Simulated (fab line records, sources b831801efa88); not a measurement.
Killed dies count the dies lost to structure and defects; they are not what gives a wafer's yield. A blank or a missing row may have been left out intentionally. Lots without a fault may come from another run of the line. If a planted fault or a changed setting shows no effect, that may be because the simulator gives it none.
fab line records -- flow sky130 -- part 2 of 2: steps 27 to 37 of 37
record lots=5, wafers=15, last_day=50
route steps=708 shown SONOS_ONO@180 GATE_OXIDE@187 POLY_GATE@204 RES_PROTECT@206
lots untouched by any fault: they come from a run of this same line in which no faults occurred
start_h: start of the lot's first displayed wafer, in hours after the record's first day -- wait_h: hours from the lot's prior step to this one -- " same as the row above -- L1.1+2: a single row standing in for several wafers -- - value missing, or start not given -- * or withheld: withheld -- < > ~ a bound
route shown NAME@n: a module of which the file shows steps, and the number in the route of the first -- usual: average and standard deviation across the fault-free wafers -- same: alike in all rows -- chamber/n: place in a boat -- sites: the reading at each site -- _std_site: their standard deviation -- _edge_site: mean of outer sites minus mean of inner sites -- radius_mm: for every site, how far away it sits from the centre of the wafer -- mask NAME#n: copy n -- behind: the tool/chamber that last shaped the wafer -- hold: the reason the lot was held/the length of the hold in hours/how it ended -- device: transistor that didn't switch, given as n, p or np -- end of line: tests run on the same wafers once the route is complete -- step lacking rows: just its recipe -- killed: not the wafer's yield, but the dies lost to structure and defects at the first sort -- map: the dies of a wafer, with x for killed, . for not killed, _ for no die there
set.NAME: the setting the step ran with; set.NAME@STEP: the setting that earlier step ran with -- model.NAME: the simulator's own value behind a step, which no gauge read
lots at some steps of the route; a table a step, a row a wafer
services: a tool's chamber out of use, with start hour (start_h, from the record's first day; less than 0 if before it), hours out, and reason
## steps
# step SKY_RES_PROTECT_DEHYDRATE_00
# recipe temp_c=200, time_s=60
# usual chill_plate_temp_C=23.01/0.1
# same time_s=60
lot.wafer,tool,chamber,start_h,wait_h,chill_plate_temp_C
L076.2,litho_track-04,0,336.45,11.9,23.16
L076.4,litho_track-04,0,336.45,11.9,23.06
L076.6,litho_track-04,0,336.45,11.9,23.15
L078.2,litho_track-03,0,353.04,13.0,23.03
L078.3,litho_track-03,0,353.04,13.0,22.88
L078.6,litho_track-03,0,353.04,13.0,22.96
L088.3,litho_track-03,0,444.76,14.5,23.06
L088.5,litho_track-03,0,444.76,14.5,22.94
L088.6,litho_track-03,0,444.76,14.5,22.95
L093.3,litho_track-01,0,490.80,14.9,23.08
L093.4,litho_track-01,0,490.80,14.9,22.96
L093.6,litho_track-01,0,490.80,14.9,23.05
L096.1,litho_track-01,0,516.35,15.2,23.04
L096.4,litho_track-01,0,516.35,15.2,23.11
L096.6,litho_track-01,0,516.35,15.2,23.17
# step SKY_RES_PROTECT_HMDS_01
# recipe prime_time_s=60, prime_temp_c=120
# usual chill_plate_temp_C=23.02/0.096
lot.wafer,tool,chamber,start_h,wait_h,chill_plate_temp_C
L076.2,litho_track-04,0,336.60,0.1,23.16
L076.4,litho_track-04,0,336.60,0.1,23.22
L076.6,litho_track-04,0,336.60,0.1,23.03
L078.2,litho_track-03,0,353.19,0.1,23.13
L078.3,litho_track-03,0,353.19,0.1,23.11
L078.6,litho_track-03,0,353.19,0.1,23.14
L088.3,litho_track-03,0,444.91,0.1,22.92
L088.5,litho_track-03,0,444.91,0.1,23.10
L088.6,litho_track-03,0,444.91,0.1,23.03
L093.3,litho_track-01,0,490.95,0.1,23.08
L093.4,litho_track-01,0,490.95,0.1,23.01
L093.6,litho_track-01,0,490.95,0.1,22.93
L096.1,litho_track-01,0,516.50,0.1,23.17
L096.4,litho_track-01,0,516.50,0.1,23.12
L096.6,litho_track-01,0,516.50,0.1,23.01
# step SKY_RES_PROTECT_COAT_02
# recipe resist=NOVOLAK, spin_rpm=3000, resist_thk_nm=1140
# usual chill_plate_temp_C=22.97/0.092
lot.wafer,tool,chamber,start_h,wait_h,chill_plate_temp_C
L076.2,litho_track-04,0,336.75,0.1,23.00
L076.4,litho_track-04,0,336.75,0.1,23.04
L076.6,litho_track-04,0,336.75,0.1,22.97
L078.2,litho_track-03,0,353.34,0.1,22.96
L078.3,litho_track-03,0,353.34,0.1,22.92
L078.6,litho_track-03,0,353.34,0.1,23.02
L088.3,litho_track-03,0,445.06,0.1,22.90
L088.5,litho_track-03,0,445.06,0.1,23.01
L088.6,litho_track-03,0,445.06,0.1,22.88
L093.3,litho_track-01,0,491.10,0.1,23.12
L093.4,litho_track-01,0,491.10,0.1,23.16
L093.6,litho_track-01,0,491.10,0.1,22.91
L096.1,litho_track-01,0,516.65,0.1,22.87
L096.4,litho_track-01,0,516.65,0.1,22.88
L096.6,litho_track-01,0,516.65,0.1,22.96
# step SKY_RES_PROTECT_SOFTBAKE_03
# recipe temp_c=90, time_s=60, resist=NOVOLAK
# usual chill_plate_temp_C=22.97/0.094
# same time_s=60
lot.wafer,tool,chamber,start_h,wait_h,chill_plate_temp_C
L076.2,litho_track-04,0,336.90,0.1,22.99
L076.4,litho_track-04,0,336.90,0.1,22.89
L076.6,litho_track-04,0,336.90,0.1,22.86
L078.2,litho_track-03,0,353.49,0.1,22.99
L078.3,litho_track-03,0,353.49,0.1,22.85
L078.6,litho_track-03,0,353.49,0.1,22.94
L088.3,litho_track-03,0,445.21,0.1,22.76
L088.5,litho_track-03,0,445.21,0.1,22.82
L088.6,litho_track-03,0,445.21,0.1,22.88
L093.3,litho_track-01,0,491.25,0.1,23.07
L093.4,litho_track-01,0,491.25,0.1,23.07
L093.6,litho_track-01,0,491.25,0.1,23.04
L096.1,litho_track-01,0,516.80,0.1,23.01
L096.4,litho_track-01,0,516.80,0.1,23.13
L096.6,litho_track-01,0,516.80,0.1,23.03
# step SKY_RES_PROTECT_EXPOSE_04
# recipe mask_id=RPM, na=0.6, source_shape=conventional, sigma_outer=0.6, polarization=unpolarized, target_cd_nm=1270, dose_mj=131
lot.wafer,tool,chamber,start_h,wait_h,mask
L076.2+4+6,iline_stepper-02,0,-,-,RPM#0
L078.2+3+6,iline_stepper-02,0,-,-,RPM#0
L088.3+5+6,iline_stepper-01,0,-,-,RPM#0
L093.3+4+6,iline_stepper-01,0,-,-,RPM#0
L096.1+4+6,iline_stepper-01,0,-,-,RPM#0
# step SKY_RES_PROTECT_PEB_05
# recipe temp_c=withheld, time_s=*, resist=NOVOLAK
# usual chill_plate_temp_C=*
# same time_s=*
lot.wafer,tool,chamber,start_h,wait_h,chill_plate_temp_C
L076.2,litho_track-03,0,-,-,*
L076.4,litho_track-03,0,-,-,*
L076.6,litho_track-03,0,-,-,*
L078.2,litho_track-03,0,-,-,*
L078.3,litho_track-03,0,-,-,*
L078.6,litho_track-03,0,-,-,*
L088.3,litho_track-03,0,-,-,*
L088.5,litho_track-03,0,-,-,*
L088.6,litho_track-03,0,-,-,*
L093.3,litho_track-01,0,-,-,*
L093.4,litho_track-01,0,-,-,*
L093.6,litho_track-01,0,-,-,*
L096.1,litho_track-01,0,-,-,*
L096.4,litho_track-01,0,-,-,*
L096.6,litho_track-01,0,-,-,*
# step SKY_RES_PROTECT_DEVELOP_06
# recipe resist=NOVOLAK, developer=TMAH, develop_time_s=60, dev_temp_c=23
# usual chill_plate_temp_C=23.01/0.12
lot.wafer,tool,chamber,start_h,wait_h,chill_plate_temp_C
L076.2,litho_track-03,0,349.19,0.1,22.94
L076.4,litho_track-03,0,349.19,0.1,23.08
L076.6,litho_track-03,0,349.19,0.1,22.98
L078.2,litho_track-03,0,366.79,0.1,22.89
L078.3,litho_track-03,0,366.79,0.1,23.05
L078.6,litho_track-03,0,366.79,0.1,22.93
L088.3,litho_track-03,0,460.56,0.1,23.16
L088.5,litho_track-03,0,460.56,0.1,23.04
L088.6,litho_track-03,0,460.56,0.1,23.10
L093.3,litho_track-01,0,507.30,0.1,23.08
L093.4,litho_track-01,0,507.30,0.1,23.13
L093.6,litho_track-01,0,507.30,0.1,23.19
L096.1,litho_track-01,0,532.25,0.1,23.04
L096.4,litho_track-01,0,532.25,0.1,22.99
L096.6,litho_track-01,0,532.25,0.1,23.17
# step SKY_POLY_GATE_IMPLANT_02
# recipe species=P, energy_kev=30, dose_cm2=7.7e+15, tilt_deg=0
lot.wafer,tool,chamber,start_h,wait_h
L076.2+4+6,implanter-04,0,349.34,0.1
L078.2+3+6,implanter-04,0,366.94,0.1
L088.3+5+6,implanter-03,0,460.71,0.1
L093.3+4+6,implanter-01,0,507.45,0.1
L096.1+4+6,implanter-03,0,532.40,0.1
# step SKY_RES_PROTECT_STRIP_07
# recipe chemistry=O2/N2, power_w=1400, pressure_mtorr=1500, platen_temp_c=withheld, o2_flow_sccm=3000, n2_flow_sccm=300, overash_fraction=0.5
# usual drypump_motor_current_A=5.5/0.51, oes_product_au=0.517/0.0047, strip_time_to_endpoint_s=23.30/0.045
lot.wafer,tool,chamber,start_h,wait_h,drypump_motor_current_A,oes_product_au,rf_hours_counter_h,strip_time_to_endpoint_s
L076.2,plasma_asher-03,0,349.46,0.1,5.1,0.515,67,23.35
L076.4,plasma_asher-03,0,349.46,0.1,5.1,0.518,-,23.35
L076.6,plasma_asher-03,0,349.46,0.1,5.0,0.521,-,23.34
L078.2,plasma_asher-02,1,367.06,0.1,6.7,0.513,67,23.30
L078.3,plasma_asher-02,0,367.06,0.1,5.5,0.523,-,23.34
L078.6,plasma_asher-02,0,367.06,0.1,5.5,0.518,-,23.29
L088.3,plasma_asher-01,1,460.85,0.1,5.0,0.522,-,23.29
L088.5,plasma_asher-01,1,460.85,0.1,5.0,0.515,-,23.34
L088.6,plasma_asher-01,0,460.85,0.1,5.4,0.511,-,23.35
L093.3,plasma_asher-03,1,507.59,0.1,5.5,0.514,-,23.30
L093.4,plasma_asher-03,0,507.59,0.1,5.1,0.512,-,23.28
L093.6,plasma_asher-03,0,507.59,0.1,5.1,0.517,-,23.25
L096.1,plasma_asher-02,1,532.55,0.1,6.7,0.526,82,23.30
L096.4,plasma_asher-02,0,532.55,0.1,5.5,0.521,-,23.33
L096.6,plasma_asher-02,0,532.55,0.1,5.5,0.519,-,23.32
# step SKY_RES_PROTECT_TW_MEAS_08
# usual POLY_GATE_TW=4001/28
lot.wafer,tool,chamber,start_h,wait_h,POLY_GATE_TW
L076.2,film_metro-04,-,349.57,0.1,4032
L076.4,film_metro-04,-,349.57,0.1,4019
L076.6,film_metro-04,-,349.57,0.1,4014
L078.2,film_metro-04,-,367.17,0.1,4018
L078.3,film_metro-04,-,367.17,0.1,4005
L078.6,film_metro-04,-,367.17,0.1,4020
L088.3,film_metro-01,-,460.93,0.1,4006
L088.5,film_metro-01,-,460.93,0.1,3982
L088.6,film_metro-01,-,460.93,0.1,3983
L093.3,film_metro-04,-,507.67,0.1,3966
L093.4,film_metro-04,-,507.67,0.1,3957
L093.6,film_metro-04,-,507.67,0.1,3937
L096.1,film_metro-04,-,532.65,0.1,3978
L096.4,film_metro-04,-,532.65,0.1,3967
L096.6,film_metro-04,-,532.65,0.1,3991
# step SKY_RES_PROTECT_CLEAN_09
# recipe chemistry=SC1/SC2, mix=1:4:20, temp_c=70, time_s=150, dry=n2_spin
# same time_s=150
lot.wafer,tool,chamber,start_h,wait_h
L076.2+4+6,wet_bench-01,3,349.62,0.0
L078.2+3+6,wet_bench-01,2,367.22,0.0
L088.3+5+6,wet_bench-01,3,460.97,0.0
L093.3+4+6,wet_bench-01,3,507.71,0.0
L096.1+4+6,wet_bench-03,2,532.71,0.1
## services
tool,chamber,start_h,hours,kind
iline_stepper-02,-,282.93,1.7,pm
plasma_asher-03,-,284.00,3.3,repair
furnace-02,-,296.09,4.8,repair
implanter-02,-,296.85,6.0,repair
plasma_asher-04,-,306.27,1.4,repair
furnace-01,-,311.67,11.1,pm
furnace-01,-,322.81,4.2,pm
furnace-02,-,327.49,3.4,pm
plasma_asher-03,-,334.06,2.8,pm
iline_stepper-01,-,351.49,1.7,pm
wet_bench-02,-,364.85,3.7,repair
implanter-04,-,369.08,17.1,repair
implanter-04,-,371.49,5.7,repair
lpcvd-01,-,395.68,2.5,repair
plasma_asher-04,-,406.08,2.8,pm
lpcvd-01,-,417.62,1.8,repair
plasma_asher-03,-,421.25,9.0,pm
plasma_asher-04,-,430.45,1.0,repair
wet_bench-02,-,436.80,4.4,repair
iline_stepper-01,-,472.07,4.7,repair
furnace-01,-,480.95,2.9,pm
iline_stepper-02,-,501.02,1.7,pm
furnace-01,-,503.97,4.7,pm
implanter-04,-,529.60,3.1,pm
